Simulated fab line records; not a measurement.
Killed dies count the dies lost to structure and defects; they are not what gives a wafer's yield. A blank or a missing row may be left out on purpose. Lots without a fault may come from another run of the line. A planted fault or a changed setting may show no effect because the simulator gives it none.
fab line records -- flow sky130
[record] lots = 13, wafers = 39, lastDay = 50
route steps=708 shown METAL2@487 PAD_OPEN@708
lots with no fault: from the same line, run without faults
startH: the number of hours between the record's first day and the start of the first shown wafer of the lot -- waitH: hours from the lot's prior step to this one -- " same as the row above -- L1.1+2: one row covering several wafers at once -- - no value, or no start was given -- * or withheld: withheld -- < > ~ a bound
route shown NAME@n: names a module that has steps shown in the file, with the first one's number in the route -- usual: mean/standard deviation of fault-free wafers -- same: alike in all rows -- chamber/n: place in a boat -- sites: readings site by site -- _std_site: their standard deviation -- _edge_site: inner sites' mean taken away from outer sites' mean -- radiusMm: for every site, how far away it sits from the centre of the wafer -- mask NAME#n: copy n -- behind: tool/chamber where the wafer was last shaped -- hold: why the lot was held/for how many hours/how that ended -- device: the transistor (n, p or np) that didn't switch -- end of line: the route-end tests of the same wafers -- where a step has no rows: the recipe by itself -- killed: count of dies lost to structure and defects at first sort (not the wafer's yield) -- map: per-die view of a wafer (x killed, . not killed, _ where there is no die)
set.NAME: setting as actually run; set.NAME@STEP: the setting as run at that earlier step -- model.NAME: the simulator's own value behind a step, which no gauge read
route steps across a sampled set of lots; one table per step, one row per wafer
services: the hour from which a tool's chamber was out of use, counted from the record's first day as startH (under 0 if before that day), plus the number of hours and why
[[steps]]
[step SKY_METAL2_SPUTTER_04]
[recipe] material = TiN, targetThkNm = 70, powerW = 6500, timeS = 58.3, chamberPressurePa = 0.4
[usual] cathodeDcPowerW = 6499.8/1.2, throttleValvePct = 30.7/1.1
lot.wafer,tool,chamber,startH,waitH,cathodeDcPowerW,throttleValvePct
L801.2,pvdSputter-03,-,793.50,0.0,6499.6,31.9
L801.3,pvdSputter-03,-,793.50,0.0,6499.3,32.9
L801.6,pvdSputter-03,-,793.50,0.0,6499.8,29.6
L802.2,pvdSputter-04,-,803.80,0.0,6500.3,29.7
L802.4,pvdSputter-04,-,803.80,0.0,6501.3,30.6
L802.5,pvdSputter-04,-,803.80,0.0,6499.7,29.7
L810.2,pvdSputter-01,-,866.31,0.0,6498.3,30.7
L810.4,pvdSputter-01,-,866.31,0.0,6499.5,31.0
L810.6,pvdSputter-01,-,866.31,0.0,6498.7,31.4
L811.1,pvdSputter-04,-,875.68,0.0,6499.5,30.5
L811.5,pvdSputter-04,-,875.68,0.0,7537.8,31.1
L811.6,pvdSputter-04,-,875.68,0.0,6500.9,31.0
L812.1,pvdSputter-01,-,884.00,0.0,6497.3,30.5
L812.4,pvdSputter-01,-,884.00,0.0,6501.5,31.1
L812.6,pvdSputter-01,-,884.00,0.0,6500.0,28.9
L814.1,pvdSputter-01,-,891.10,0.0,6502.9,29.1
L814.2,pvdSputter-01,-,891.10,0.0,6502.1,31.1
L814.5,pvdSputter-01,-,891.10,0.0,6500.5,29.1
L817.2,pvdSputter-03,-,925.91,0.0,6500.6,29.6
L817.3,pvdSputter-03,-,925.91,0.0,6498.9,32.6
L817.4,pvdSputter-03,-,925.91,0.0,6499.3,32.0
L819.1,pvdSputter-01,-,936.81,0.0,6498.1,31.0
L819.2,pvdSputter-01,-,936.81,0.0,6499.3,29.1
L819.4,pvdSputter-01,-,936.81,0.0,6499.1,29.6
L820.1,pvdSputter-03,-,946.47,0.0,6497.8,32.1
L820.5,pvdSputter-03,-,946.47,0.0,6500.8,32.2
L820.6,pvdSputter-03,-,946.47,0.0,6500.9,29.6
L821.1,pvdSputter-04,-,949.17,0.0,6500.4,29.9
L821.2,pvdSputter-04,-,949.17,0.0,6499.0,31.3
L821.4,pvdSputter-04,-,949.17,0.0,6500.1,30.9
L822.1,pvdSputter-01,-,955.27,0.0,6501.4,31.2
L822.4,pvdSputter-01,-,955.27,0.0,6500.1,30.0
L822.6,pvdSputter-01,-,955.27,0.0,6501.7,29.7
L823.4,pvdSputter-03,-,958.67,0.0,6500.1,33.1
L823.5,pvdSputter-03,-,958.67,0.0,6498.5,29.6
L823.6,pvdSputter-03,-,958.67,0.0,6498.0,33.0
L824.4,pvdSputter-03,-,963.71,0.0,6499.0,32.7
L824.5,pvdSputter-03,-,963.71,0.0,6499.5,29.2
L824.6,pvdSputter-03,-,963.71,0.0,6498.4,33.0
[step SKY_PAD_OPEN_PROBE_99]
[usual] defectLimitedYield = 82.6/1.9, killed_at_M0_to_M3 = 42/7, killed_at_M4_up = 3.2/1.6, killedAtContacts = 24/5.8, killedAtFrontEnd = 16/4.3, killedAtOther = 0.3/0.62, killedDies = 86/9.5, killedOpen = 46/6.4, killedShort = 39/6.3, sort_bin_3_pad_short = 0.9/0.43, sort_bin_5_function = 10.5/1.4, sort_bin_6_memory = 6.1/1.2, sortNPass = 406/9.5, sortYieldPct = 82.6/1.9
[same] grossDies = 492, killedAtBackSide = 0, sort_bin_4_leakage[%] = 0, sort_bin_8_speed[%] = 0
lot.wafer,tool,chamber,startH,waitH,defectLimitedYield[%],killed_at_M0_to_M3,killed_at_M4_up,killedAtContacts,killedAtFrontEnd,killedAtOther,killedDies,killedOpen,killedShort,sort_bin_3_pad_short[%],sort_bin_5_function[%],sort_bin_6_memory[%],sortNPass,sortYieldPct[%]
L801.2,prober-02,-,1077.56,0.1,85.4,36,1,20,15,0,72,44,28,0.4,8.7,5.5,420,85.4
L801.3,prober-02,-,1077.61,0.2,83.5,42,2,22,15,0,81,41,40,1.0,11.2,4.3,411,83.5
L801.6,prober-02,-,1077.76,0.2,81.3,43,4,26,19,0,92,52,40,1.0,11.6,6.1,400,81.3
L802.2,prober-01,-,1084.50,0.1,84.1,36,3,25,13,1,78,49,29,0.4,9.1,6.3,414,84.1
L802.4,prober-01,-,1084.60,0.2,82.9,45,2,27,10,0,84,41,43,1.0,11.8,4.3,408,82.9
L802.5,prober-01,-,1084.65,0.2,82.9,34,2,22,26,0,84,44,39,0.4,11.4,5.3,408,82.9
L810.2,prober-02,-,1133.02,0.1,82.9,44,4,23,12,1,84,41,43,0.4,8.1,8.5,408,82.9
L810.4,prober-02,-,1133.12,0.2,82.3,47,4,22,14,0,87,42,45,0.8,10.4,6.5,405,82.3
L810.6,prober-02,-,1133.22,0.2,81.5,44,2,30,14,1,91,57,34,1.4,11.2,5.9,401,81.5
L811.1,prober-02,-,1140.16,0.1,82.7,49,2,22,12,0,85,44,41,0.6,11.4,5.3,407,82.7
L811.5,prober-02,-,1140.36,0.2,83.1,46,4,19,13,1,83,46,37,0,11.2,5.7,409,83.1
L811.6,prober-02,-,1140.41,0.2,82.7,52,2,14,17,0,85,48,37,1.0,11.2,5.1,407,82.7
L812.1,prober-01,-,1147.64,0.1,81.1,51,4,18,20,0,93,47,46,0.8,12.2,5.9,399,81.1
L812.4,prober-01,-,1147.79,0.2,82.5,45,3,24,12,2,86,48,37,0.4,10.6,6.5,406,82.5
L812.6,prober-01,-,1147.89,0.2,79.1,54,2,27,20,0,103,58,45,0.8,12.6,7.5,389,79.1
L814.1,prober-01,-,1150.45,0.1,83.5,46,1,24,10,0,81,45,36,0.4,9.6,6.5,411,83.5
L814.2,prober-01,-,1150.50,0.1,78.0,49,6,32,21,0,108,54,54,1.4,12.8,7.7,384,78.0
L814.5,prober-01,-,1150.65,0.2,77.6,60,5,22,23,0,110,53,57,0.6,12.6,9.1,382,77.6
L817.2,prober-02,-,1173.61,0.1,82.3,55,4,19,9,0,87,44,43,1.2,10.4,6.1,405,82.3
L817.3,prober-02,-,1173.66,0.2,85.4,33,3,21,15,0,72,46,26,0.6,9.8,4.3,420,85.4
L817.4,prober-02,-,1173.71,0.2,81.3,47,2,23,19,1,92,47,45,1.0,11.0,6.7,400,81.3
L819.1,prober-02,-,1183.32,0.1,81.5,52,2,27,10,0,91,60,31,0.8,10.2,7.5,401,81.5
L819.2,prober-02,-,1183.37,0.1,83.1,42,5,20,15,1,83,46,37,0.6,10.6,5.7,409,83.1
L819.4,prober-02,-,1183.47,0.2,82.9,36,6,20,22,0,84,45,38,0.2,9.6,7.3,408,82.9
L820.1,prober-01,-,1187.17,0.1,82.3,36,6,31,14,0,87,48,39,0.2,10.6,6.9,405,82.3
L820.5,prober-01,-,1187.37,0.2,82.7,42,4,25,14,0,85,49,36,0.4,9.8,7.1,407,82.7
L820.6,prober-01,-,1187.42,0.2,83.1,39,1,20,23,0,83,49,34,1.0,9.8,6.1,409,83.1
L821.1,prober-02,-,1188.81,0.1,84.3,42,2,14,18,1,77,38,39,0.2,10.2,5.3,415,84.3
L821.2,prober-02,-,1188.86,0.1,83.1,40,1,23,19,0,83,42,41,0.4,9.8,6.7,409,83.1
L821.4,prober-02,-,1188.96,0.2,82.7,48,4,16,17,0,85,51,34,0.2,11.8,5.3,407,82.7
L822.1,prober-01,-,1193.97,0.1,85.4,32,3,20,16,1,72,35,37,1.0,8.1,5.5,420,85.4
L822.4,prober-01,-,1194.12,0.2,82.5,48,2,20,16,0,86,46,40,0.6,8.1,8.7,406,82.5
L822.6,prober-01,-,1194.22,0.2,82.7,42,0,29,14,0,85,45,39,0.4,11.6,5.3,407,82.7
L823.4,prober-02,-,1195.97,0.2,83.9,33,4,29,13,0,79,40,38,1.4,8.9,5.7,413,83.9
L823.5,prober-02,-,1196.02,0.2,88.0,31,0,17,9,2,59,30,27,0.8,6.9,4.3,433,88.0
L823.6,prober-02,-,1196.07,0.2,82.5,35,7,24,20,0,86,43,41,1.4,11.8,4.3,406,82.5
L824.4,prober-01,-,1200.96,0.2,82.1,38,5,31,14,0,88,37,51,0.8,10.8,6.3,404,82.1
L824.5,prober-01,-,1201.01,0.2,86.2,33,2,25,7,1,68,43,25,0.2,8.9,4.7,424,86.2
L824.6,prober-01,-,1201.06,0.2,86.2,31,2,22,12,1,68,39,29,0.2,6.5,7.1,424,86.2
// killed by level:class
L801.2 VIA2:geometricParticle:open=10 CONTACT:geometricParticle:open=8 VIA1:geometricParticle:open=8 VIA3:geometricParticle:open=5 CONTACT:geometricParticle:short=5 FIELD_ISO:geometricParticle:open=4 FIELD_ISO:geometricParticle:short=3 SPACER:geometricParticle:short=3
L801.3 VIA3:geometricParticle:open=9 CONTACT:geometricParticle:open=8 VIA2:geometricParticle:open=6 VIA2:geometricParticle:short=6 POLY_GATE:geometricParticle:short=5 LI_CONTACT:geometricParticle:open=5 CONTACT:geometricParticle:short=4 VIA3:geometricParticle:short=4
L801.6 VIA1:geometricParticle:open=15 CONTACT:geometricParticle:open=12 VIA2:geometricParticle:open=8 POLY_GATE:geometricParticle:open=7 FIELD_ISO:geometricParticle:short=5 LI_CONTACT:geometricParticle:open=4 POLY_GATE:geometricParticle:short=4 LI_CONTACT:geometricParticle:short=4
L802.2 CONTACT:geometricParticle:open=10 VIA1:geometricParticle:open=7 VIA2:geometricParticle:open=7 LI_CONTACT:geometricParticle:open=6 VIA3:geometricParticle:open=6 FIELD_ISO:geometricParticle:open=5 LI_CONTACT:geometricParticle:short=4 FIELD_ISO:geometricParticle:short=3
L802.4 CONTACT:geometricParticle:short=10 VIA1:geometricParticle:open=10 CONTACT:geometricParticle:open=7 METAL1:geometricParticle:short=7 METAL2:geometricParticle:short=6 LI_CONTACT:geometricParticle:open=5 VIA3:geometricParticle:open=5 VIA2:geometricParticle:open=5
L802.5 VIA1:geometricParticle:open=8 VIA2:geometricParticle:open=8 SPACER:geometricParticle:short=5 LI_CONTACT:geometricParticle:open=5 LOCAL_INTERCONNECT:geometricParticle:short=5 CONTACT:geometricParticle:open=5 POLY_GATE:geometricParticle:short=4 POLY_GATE:geometricParticle:open=4
L810.2 VIA3:geometricParticle:open=8 LI_CONTACT:geometricParticle:open=7 VIA2:geometricParticle:open=7 METAL1:geometricParticle:short=6 CONTACT:geometricParticle:open=6 CONTACT:geometricParticle:short=6 METAL2:geometricParticle:short=6 FIELD_ISO:geometricParticle:short=4
L810.4 LI_CONTACT:geometricParticle:open=8 VIA1:geometricParticle:open=7 FIELD_ISO:geometricParticle:open=6 VIA2:geometricParticle:short=6 METAL1:geometricParticle:short=6 CONTACT:geometricParticle:short=4 CONTACT:geometricParticle:open=4 VIA1:geometricParticle:short=4
L810.6 CONTACT:geometricParticle:open=13 VIA1:geometricParticle:open=13 VIA2:geometricParticle:open=9 LI_CONTACT:geometricParticle:open=7 CONTACT:geometricParticle:short=5 VIA2:geometricParticle:short=5 FIELD_ISO:geometricParticle:open=4 METAL2:geometricParticle:short=4
L811.1 VIA1:geometricParticle:open=13 LI_CONTACT:geometricParticle:open=10 LOCAL_INTERCONNECT:geometricParticle:short=8 VIA1:geometricParticle:short=6 VIA3:geometricParticle:open=6 VIA2:geometricParticle:open=6 METAL1:geometricParticle:short=5 METAL2:geometricParticle:short=5
L811.5 VIA2:geometricParticle:open=10 METAL1:geometricParticle:short=10 LI_CONTACT:geometricParticle:open=8 VIA1:geometricParticle:open=7 VIA3:geometricParticle:open=7 CONTACT:geometricParticle:open=6 LOCAL_INTERCONNECT:geometricParticle:short=5 POLY_GATE:geometricParticle:open=5
L811.6 METAL1:geometricParticle:short=11 VIA1:geometricParticle:open=10 VIA2:geometricParticle:open=8 VIA3:geometricParticle:open=7 LI_CONTACT:geometricParticle:open=6 METAL2:geometricParticle:short=6 POLY_GATE:geometricParticle:open=4 CONTACT:geometricParticle:open=4
L812.1 CONTACT:geometricParticle:open=9 VIA1:geometricParticle:open=9 VIA3:geometricParticle:open=8 METAL1:geometricParticle:short=7 POLY_GATE:geometricParticle:short=6 METAL2:geometricParticle:short=6 VIA2:geometricParticle:open=6 POLY_GATE:geometricParticle:open=5
L812.4 CONTACT:geometricParticle:open=9 VIA1:geometricParticle:short=8 VIA1:geometricParticle:open=7 VIA2:geometricParticle:open=6 VIA3:geometricParticle:open=6 LI_CONTACT:geometricParticle:open=5 FIELD_ISO:geometricParticle:open=4 LOCAL_INTERCONNECT:geometricParticle:short=4
L812.6 VIA2:geometricParticle:open=10 FIELD_ISO:geometricParticle:open=9 CONTACT:geometricParticle:open=9 VIA3:geometricParticle:open=9 LI_CONTACT:geometricParticle:open=8 METAL2:geometricParticle:short=8 VIA1:geometricParticle:open=8 VIA2:geometricParticle:short=6
L814.1 VIA3:geometricParticle:open=11 CONTACT:geometricParticle:open=10 VIA1:geometricParticle:open=8 METAL2:geometricParticle:short=8 LI_CONTACT:geometricParticle:open=4 LI_CONTACT:geometricParticle:short=4 CONTACT:geometricParticle:short=4 METAL1:geometricParticle:short=4
L814.2 VIA1:geometricParticle:open=15 CONTACT:geometricParticle:short=9 LI_CONTACT:geometricParticle:open=8 METAL1:geometricParticle:short=7 CONTACT:geometricParticle:open=6 LOCAL_INTERCONNECT:geometricParticle:short=6 VIA3:geometricParticle:open=6 POLY_GATE:geometricParticle:short=5
L814.5 VIA1:geometricParticle:short=11 VIA3:geometricParticle:open=10 CONTACT:geometricParticle:open=9 VIA1:geometricParticle:open=7 METAL3:geometricParticle:short=6 CONTACT:geometricParticle:short=6 METAL1:geometricParticle:short=6 VIA2:geometricParticle:open=6
L817.2 VIA3:geometricParticle:open=10 VIA1:geometricParticle:open=8 VIA1:geometricParticle:short=8 VIA2:geometricParticle:open=8 METAL1:geometricParticle:short=7 LI_CONTACT:geometricParticle:open=6 CONTACT:geometricParticle:open=5 METAL2:geometricParticle:short=5
L817.3 VIA1:geometricParticle:open=10 CONTACT:geometricParticle:open=7 FIELD_ISO:geometricParticle:open=6 VIA2:geometricParticle:open=5 VIA3:geometricParticle:open=5 POLY_GATE:geometricParticle:open=4 LI_CONTACT:geometricParticle:short=4 LI_CONTACT:geometricParticle:open=4
L817.4 METAL1:geometricParticle:short=8 VIA3:geometricParticle:open=8 LI_CONTACT:geometricParticle:open=7 CONTACT:geometricParticle:open=7 VIA1:geometricParticle:open=7 VIA2:geometricParticle:open=7 FIELD_ISO:geometricParticle:open=5 SPACER:geometricParticle:short=5
L819.1 VIA1:geometricParticle:open=15 VIA3:geometricParticle:open=13 CONTACT:geometricParticle:open=11 CONTACT:geometricParticle:short=6 METAL1:geometricParticle:short=5 LI_CONTACT:geometricParticle:open=4 METAL2:geometricParticle:short=4 VIA2:geometricParticle:open=4
L819.2 CONTACT:geometricParticle:open=9 VIA1:geometricParticle:open=7 METAL2:geometricParticle:short=6 FIELD_ISO:geometricParticle:open=5 METAL1:geometricParticle:short=5 VIA2:geometricParticle:open=5 POLY_GATE:geometricParticle:short=4 LI_CONTACT:geometricParticle:open=4
L819.4 VIA1:geometricParticle:open=9 CONTACT:geometricParticle:open=8 FIELD_ISO:geometricParticle:open=6 VIA1:geometricParticle:short=6 POLY_GATE:geometricParticle:open=5 LI_CONTACT:geometricParticle:open=5 FIELD_ISO:geometricParticle:short=4 POLY_GATE:geometricParticle:short=4
L820.1 CONTACT:geometricParticle:open=13 LI_CONTACT:geometricParticle:open=8 VIA1:geometricParticle:open=8 METAL2:geometricParticle:short=5 VIA2:geometricParticle:open=5 FIELD_ISO:geometricParticle:open=4 FIELD_ISO:geometricParticle:short=4 VIA2:geometricParticle:short=4
L820.5 LI_CONTACT:geometricParticle:open=12 VIA1:geometricParticle:open=10 METAL2:geometricParticle:short=7 VIA3:geometricParticle:open=7 CONTACT:geometricParticle:short=5 POLY_GATE:geometricParticle:open=4 CONTACT:geometricParticle:open=4 VIA1:geometricParticle:short=4
L820.6 VIA1:geometricParticle:open=11 FIELD_ISO:geometricParticle:open=9 CONTACT:geometricParticle:open=7 VIA2:geometricParticle:open=6 CONTACT:geometricParticle:short=5 VIA1:geometricParticle:short=5 POLY_GATE:geometricParticle:open=4 LOCAL_INTERCONNECT:geometricParticle:short=4
L821.1 VIA3:geometricParticle:open=8 METAL1:geometricParticle:short=7 FIELD_ISO:geometricParticle:open=6 FIELD_ISO:geometricParticle:short=6 LI_CONTACT:geometricParticle:open=5 CONTACT:geometricParticle:open=5 VIA2:geometricParticle:short=5 METAL3:geometricParticle:short=5
L821.2 LI_CONTACT:geometricParticle:open=11 VIA1:geometricParticle:open=9 FIELD_ISO:geometricParticle:short=7 CONTACT:geometricParticle:open=7 VIA3:geometricParticle:open=7 POLY_GATE:geometricParticle:short=5 METAL3:geometricParticle:short=5 METAL1:geometricParticle:short=5
L821.4 VIA1:geometricParticle:open=11 VIA2:geometricParticle:open=9 LI_CONTACT:geometricParticle:open=7 FIELD_ISO:geometricParticle:short=6 FIELD_ISO:geometricParticle:open=6 CONTACT:geometricParticle:open=6 METAL2:geometricParticle:short=6 VIA3:geometricParticle:open=5
L822.1 CONTACT:geometricParticle:open=9 METAL2:geometricParticle:short=7 LI_CONTACT:geometricParticle:open=5 FIELD_ISO:geometricParticle:short=4 CONTACT:geometricParticle:short=4 METAL1:geometricParticle:short=4 METAL2:geometricParticle:open=4 VIA2:geometricParticle:open=4
L822.4 VIA1:geometricParticle:open=12 CONTACT:geometricParticle:open=10 METAL2:geometricParticle:short=10 METAL1:geometricParticle:short=7 VIA2:geometricParticle:open=6 FIELD_ISO:geometricParticle:open=5 POLY_GATE:geometricParticle:short=4 LI_CONTACT:geometricParticle:open=4
L822.6 CONTACT:geometricParticle:open=14 VIA1:geometricParticle:open=9 CONTACT:geometricParticle:short=7 FIELD_ISO:geometricParticle:open=5 VIA1:geometricParticle:short=5 VIA2:geometricParticle:open=4 METAL2:geometricParticle:short=4 VIA3:geometricParticle:open=4
L823.4 VIA2:geometricParticle:open=11 LI_CONTACT:geometricParticle:open=8 LI_CONTACT:geometricParticle:short=6 METAL1:geometricParticle:short=6 LOCAL_INTERCONNECT:geometricParticle:short=5 CONTACT:geometricParticle:short=5 CONTACT:geometricParticle:open=5 VIA1:geometricParticle:open=5
L823.5 VIA1:geometricParticle:open=9 LOCAL_INTERCONNECT:geometricParticle:short=6 CONTACT:geometricParticle:open=5 METAL1:geometricParticle:short=5 VIA2:geometricParticle:open=4 SPACER:geometricParticle:short=3 LI_CONTACT:geometricParticle:open=3 VIA3:geometricParticle:open=3
L823.6 CONTACT:geometricParticle:open=11 VIA1:geometricParticle:open=9 VIA3:geometricParticle:open=7 METAL4:geometricParticle:short=6 FIELD_ISO:geometricParticle:open=5 POLY_GATE:geometricParticle:short=5 METAL1:geometricParticle:short=5 VIA3:geometricParticle:short=5
L824.4 LI_CONTACT:geometricParticle:open=8 CONTACT:geometricParticle:open=8 METAL2:geometricParticle:short=7 METAL1:geometricParticle:short=7 VIA1:geometricParticle:short=7 CONTACT:geometricParticle:short=6 VIA1:geometricParticle:open=6 POLY_GATE:geometricParticle:open=5
L824.5 CONTACT:geometricParticle:open=13 LI_CONTACT:geometricParticle:open=7 VIA3:geometricParticle:open=7 VIA2:geometricParticle:open=5 VIA3:geometricParticle:short=5 VIA1:geometricParticle:open=4 LI_CONTACT:geometricParticle:short=3 VIA1:geometricParticle:short=3
L824.6 CONTACT:geometricParticle:open=11 VIA2:geometricParticle:open=6 LI_CONTACT:geometricParticle:open=5 METAL2:geometricParticle:short=5 METAL3:geometricParticle:short=5 METAL1:geometricParticle:short=4 CONTACT:geometricParticle:short=4 FIELD_ISO:geometricParticle:open=3
[[services]]
tool,chamber,startH,hours,kind
pvdSputter-04,-,772.98,3.3,repair
pvdSputter-03,-,823.27,1.2,repair
pvdSputter-01,-,870.85,6.7,repair
pvdSputter-03,-,896.23,9.7,repair
pvdSputter-01,-,926.13,2.9,repair
[[key]]
[firstSign] step = SKY_METAL2_SPUTTER_04, reading = cathodeDcPowerW, direction = up, sigmas = 99+, usual = 6499.8, struck = 7537.8
effect none on later readings
metAt SKY_METAL2_SPUTTER_04
struckLots L811
struckWafers L811.5
[fault] kind = processParameterDrift, tool = pvdSputter-04, chamber = -, onsetH = 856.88, steps = SKY_METAL2_SPUTTER_04, channel = powerW, offset = *, shape = step, endH = 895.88, actsIn = *, stated = *, scope = struckWafersOnly
